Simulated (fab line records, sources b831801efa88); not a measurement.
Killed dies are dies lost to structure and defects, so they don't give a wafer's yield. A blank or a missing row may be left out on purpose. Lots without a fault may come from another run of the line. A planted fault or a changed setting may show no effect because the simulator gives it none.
Chamber matching | flow gf180mcu | GF_V3_CMP_04 on cmp-01: 4 sister chambers
The step polishes SiO2. 22 wafers are shown with their chamber, then 11 later ones without.

WAFERS WITH THEIR CHAMBER
wafer  | chamber | motor_current_A (A) | time_to_endpoint_s (s) | retaining_ring_pressure_frac
L076.2 | 1       | 12.1                | 69                     | 0.996
L076.5 | 1       | 12.0                | 78                     | 1.006
L076.6 | 0       | 12.1                | 88                     | 1.006
L078.1 | 1       | 12.0                | 69                     | 0.997
L078.2 | 3       | 11.5                | 70                     | 1.002
L078.5 | 1       | 12.2                | 72                     | 1.005
L080.1 | 0       | 11.6                | 84                     | 1.003
L080.2 | 2       | 11.4                | 74                     | 0.995
L080.6 | 3       | 11.7                | 84                     | 1.003
L081.1 | 0       | 12.6                | 79                     | 1.000
L081.4 | 1       | 12.1                | 83                     | 1.003
L081.6 | 1       | 11.5                | 81                     | 1.005
L084.1 | 3       | 11.7                | 80                     | 1.000
L084.3 | 1       | 12.5                | 80                     | 0.996
L084.4 | 2       | 11.6                | 72                     | 1.002
L085.3 | 0       | 12.0                | 83                     | 0.995
L085.5 | 1       | 11.6                | 76                     | 0.994
L085.6 | 0       | 11.9                | 89                     | 0.999
L086.1 | 3       | 11.9                | 79                     | 1.005
L086.3 | 1       | 12.2                | 71                     | 0.996
L086.4 | 2       | 10.5                | 78                     | 1.006
L090.2 | 1       | 12.3                | 74                     | 0.996

SIGNATURES (means of the wafers above)
reading                      | chamber 0 | chamber 1 | chamber 2 | chamber 3 | scatter within a chamber
motor_current_A              | 12.040    | 12.050    | 11.167    | 11.700    | 0.343
time_to_endpoint_s           | 84.60     | 75.30     | 74.67     | 78.25     | 4.83
retaining_ring_pressure_frac | 1.00060   | 0.99940   | 1.00100   | 1.00250   | 0.00438
Rule: a wafer's distance from a chamber is the root of the sum, over the readings, of the square of ((its reading less the chamber's mean) divided by the reading's scatter). The wafer belongs to the nearest chamber; if the next one is less than 2 further off, it can't be placed. The scatter: the root of (the sum of the squares of (reading less its chamber's mean) over the shown wafers, divided by (wafers less chambers)).

WAFERS WITHOUT THEIR CHAMBER
wafer  | motor_current_A (A) | time_to_endpoint_s (s) | retaining_ring_pressure_frac
L090.4 | 12.0                | 87                     | 0.998
L090.5 | 12.0                | 81                     | 0.992
L093.1 | 11.7                | 74                     | 0.999
L093.4 | 11.2                | 81                     | 1.001
L093.5 | 11.7                | 73                     | 0.999
L095.1 | 11.0                | 74                     | 1.010
L095.3 | 11.7                | 81                     | 0.996
L095.6 | 12.2                | 89                     | 0.999
L097.1 | 12.1                | 84                     | 1.002
L097.2 | 11.2                | 81                     | 1.000
L097.4 | 11.6                | 85                     | 0.995

WHICH CHAMBER EACH WENT THROUGH
wafer  | from the rows above               | in truth
L090.4 | can't be placed: 0 or 3 or 1      | 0
L090.5 | can't be placed: 1 or 0 or 3 or 2 | 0
L093.1 | can't be placed: 1 or 3 or 2 or 0 | 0
L093.4 | can't be placed: 2 or 3 or 0 or 1 | 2
L093.5 | can't be placed: 1 or 3 or 2 or 0 | 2
L095.1 | can't be placed: 2 or 3 or 1      | 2
L095.3 | can't be placed: 3 or 0 or 1 or 2 | 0
L095.6 | can't be placed: 0 or 3 or 1      | 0
L097.1 | can't be placed: 0 or 3 or 1      | 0
L097.2 | can't be placed: 2 or 3 or 0 or 1 | 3
L097.4 | can't be placed: 0 or 3 or 1 or 2 | 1
Placed correctly: 0 of 11. Can't be placed from these rows: 11 (the true chamber is among the candidates in 11). Placed wrongly: 0.
